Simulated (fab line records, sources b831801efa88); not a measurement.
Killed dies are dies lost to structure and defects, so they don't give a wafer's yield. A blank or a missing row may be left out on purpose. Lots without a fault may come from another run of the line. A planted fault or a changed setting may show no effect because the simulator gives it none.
A struck lot beside a sound one | flow sky130 | 15 steps out of a route of 708
Sound: wafers L521.3, L521.4, L521.5. Struck: wafers L527.1, L527.2, L527.5. The cause comes at the end.
At each step with rows: each side's tool, then ch and its chambers, then its first start. Under that, the readings that differ: sound wafers | struck wafers | difference of the means | sigmas: that difference in standard deviations of wafers without a fault.
alike: readings whose means differ by less than 2 such deviations, and words and numbers that are the same on both sides. not compared: withheld readings, readings that some wafer has no value for, bounds like >300 that may hide the same value, and numbers for which the record gives no deviation and whose values overlap.
The two part at a step that has a row with sigmas, a row that says differs or no value, or rows on one side only. Numbers that don't overlap but have no deviation are shown without sigmas and don't part them. A reading that every wafer of one side lacks parts them only if that side has two wafers or more.

first, 8 steps without rows for these wafers: SKY_POLY_GATE_DEHYDRATE_05 (time 60 s); SKY_POLY_GATE_HMDS_06 (prime time 60 s); SKY_POLY_GATE_COAT_07 (resist thk 110 nm); SKY_POLY_GATE_COAT_08 (resist thk 450 nm); SKY_POLY_GATE_SOFTBAKE_09 (time 90 s); SKY_POLY_GATE_EXPOSE_10 (exposes mask P1M, target cd 150 nm); SKY_POLY_GATE_PEB_11; SKY_POLY_GATE_DEVELOP_12 (develop time 60 s).
SKY_POLY_GATE_CD_MEAS_13: target cd 150 nm.
  sound on cd_sem-02, day 16 05:16; struck on cd_sem-01, day 18 07:56
  alike: cd_nm
SKY_POLY_GATE_OVL_MEAS_14:
  sound on overlay-02, day 16 05:21; struck on overlay-01, day 18 08:03
  alike: POLY_GATE_OVL
SKY_POLY_GATE_ETCH_15: etches BARC in N2/H2, stops on SiO2, time 118.5 s, target depth 110 nm.
  sound on rie_diel-04 ch 0,2,3, day 16 05:23; struck on rie_diel-01 ch 0,1, day 18 08:05
  alike: bias_w, drypump_motor_current_A, oes_product_au, throttle_valve_pct
  not compared: rf_hours_counter_h
SKY_POLY_GATE_ETCH_16: etches Si3N4 in CH3F/O2, stops on poly-Si, time 147.5 s, target depth 75 nm.
  sound on rie_diel-04 ch 0,2,3, day 16 05:28; struck on rie_diel-01 ch 0,1, day 18 08:10
  reading               | sound             | struck            | difference | sigmas
  oes_product_au (a.u.) | 0.647 0.644 0.651 | 0.632 0.639 0.637 | -0.011     | -2
  alike: bias_w, drypump_motor_current_A, throttle_valve_pct
  not compared: rf_hours_counter_h
SKY_POLY_GATE_ETCH_17: etches poly-Si in HBr/Cl2, stops on SiO2, target depth 180 nm, time 70.5 s.
  sound on rie_si-01 ch 1,3, day 16 05:34; struck on rie_si-02 ch 0,1,2, day 18 08:16
  reading                                    | sound              | struck               | difference | sigmas
  bias_w (W)                                 | 99.79 99.61 100.02 | 109.88 110.15 110.19 | +10.27     | +37
  model.SiO2_of_SONOS_ONO_CVD_04.thk_nm (nm) | 4.232 4.234 4.277  | 4.136 4.098 4.017    | -0.164     |
  alike: drypump_motor_current_A, oes_product_au, throttle_valve_pct
  not compared: rf_hours_counter_h
SKY_POLY_GATE_STRIP_18: strips in O2/N2.
  sound on plasma_asher-01 ch 0,1, day 16 05:39; struck on plasma_asher-04 ch 0,1, day 18 08:19
  reading                      | sound             | struck            | difference | sigmas
  strip_time_to_endpoint_s (s) | 3.145 3.164 3.211 | 3.110 3.116 3.120 | -0.058     | -2
  alike: drypump_motor_current_A, oes_product_au
  not compared: rf_hours_counter_h
-- the record jumps here: 29 days lie between the struck wafers' starts before and after (it left off in module POLY_GATE and takes up again in module PAD_OPEN, whose first step shown is number 708 of the route) --
SKY_PAD_OPEN_PROBE_99:
  the record has rows for the struck wafers here (prober-01, day 47 03:29) and none for the sound ones

WHERE THEY PART
First at SKY_POLY_GATE_ETCH_16; last, within this record, at SKY_PAD_OPEN_PROBE_99.

WHY: what the simulator had put in
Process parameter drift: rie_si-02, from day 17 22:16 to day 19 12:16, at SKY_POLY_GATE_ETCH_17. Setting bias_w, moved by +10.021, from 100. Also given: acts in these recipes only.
